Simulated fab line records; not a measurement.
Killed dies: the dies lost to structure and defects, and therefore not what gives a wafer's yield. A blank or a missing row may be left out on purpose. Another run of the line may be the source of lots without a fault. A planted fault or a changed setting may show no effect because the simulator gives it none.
One fault seen from 2 desks ; flow sky130 ; numbers are kept per desk, each desk with only its own; the story behind them comes last

TOOL OWNER'S DESK, litho_track-02
Per lot that ran on this tool, the mean of the sampled wafers carrying a number, from the tool's own readings at SKY_RES_XHIGH_SOFTBAKE_03 (time 60 s). The brackets show how far a lot's mean lies from the usual mean; more than 4 standard deviations puts the lot out of limits, marked OUT.
Columns: A = plate_temp_C at SKY_RES_XHIGH_SOFTBAKE_03, usual 90.02 C; B = run_length_s at SKY_RES_XHIGH_SOFTBAKE_03, usual 89.21 s
lot;first seen here;A;B
L204;day 29 23:08;90.02;96.15 (+70) OUT
L205;day 30 05:50;89.93;96.14 (+70) OUT
This desk's verdict: out of limits on L204, L205, starting with L204 at day 29 23:08 (run_length_s at SKY_RES_XHIGH_SOFTBAKE_03). In limits: none.

METROLOGY DESK
Lot by lot, what the gauges showed, no matter which tool ran the lot: averages of those sampled wafers that carry a number. The brackets show how far a lot's mean lies from the usual mean; more than 4 standard deviations puts the lot out of limits, marked OUT.
Columns: A = CONTACT_CVD_00_THK at SKY_CONTACT_THK_MEAS_01, usual 74.7 nm
lot;first seen here;A
L193;day 30 04:38;74.9
L195;day 31 04:09;75.4
L201;day 33 06:05;74.2
L204;day 34 01:42;76.1
L205;day 34 07:51;75.5
L206;day 34 14:58;74.7
L207;day 34 21:04;74.2
L208;day 35 03:19;74.1
L210;day 35 17:28;73.5
L212;day 36 10:04;74.0
L213;day 36 18:11;72.7
L214;day 36 22:19;75.3
Finding of this desk: none of the 12 lots has anything out of limits.

TAKEN TOGETHER
The tool owner's desk had the chance to raise an alarm at day 29 23:08 on L204, L205.
Nothing out of limits was seen by the metrology desk.
The metrology desk holds a record of L204, L205, inside its limits.
All the named lots went through SKY_RES_XHIGH_SOFTBAKE_03 on litho_track-02.

WHAT THE SIMULATOR PUT IN
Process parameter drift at SKY_RES_XHIGH_SOFTBAKE_03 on litho_track-02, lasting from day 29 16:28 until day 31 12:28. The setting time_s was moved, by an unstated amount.
Shown lots that were struck: L204, L205.
How many hours passed from the start of the fault until each desk's first out-of-limits reading: the tool owner's desk, 7.
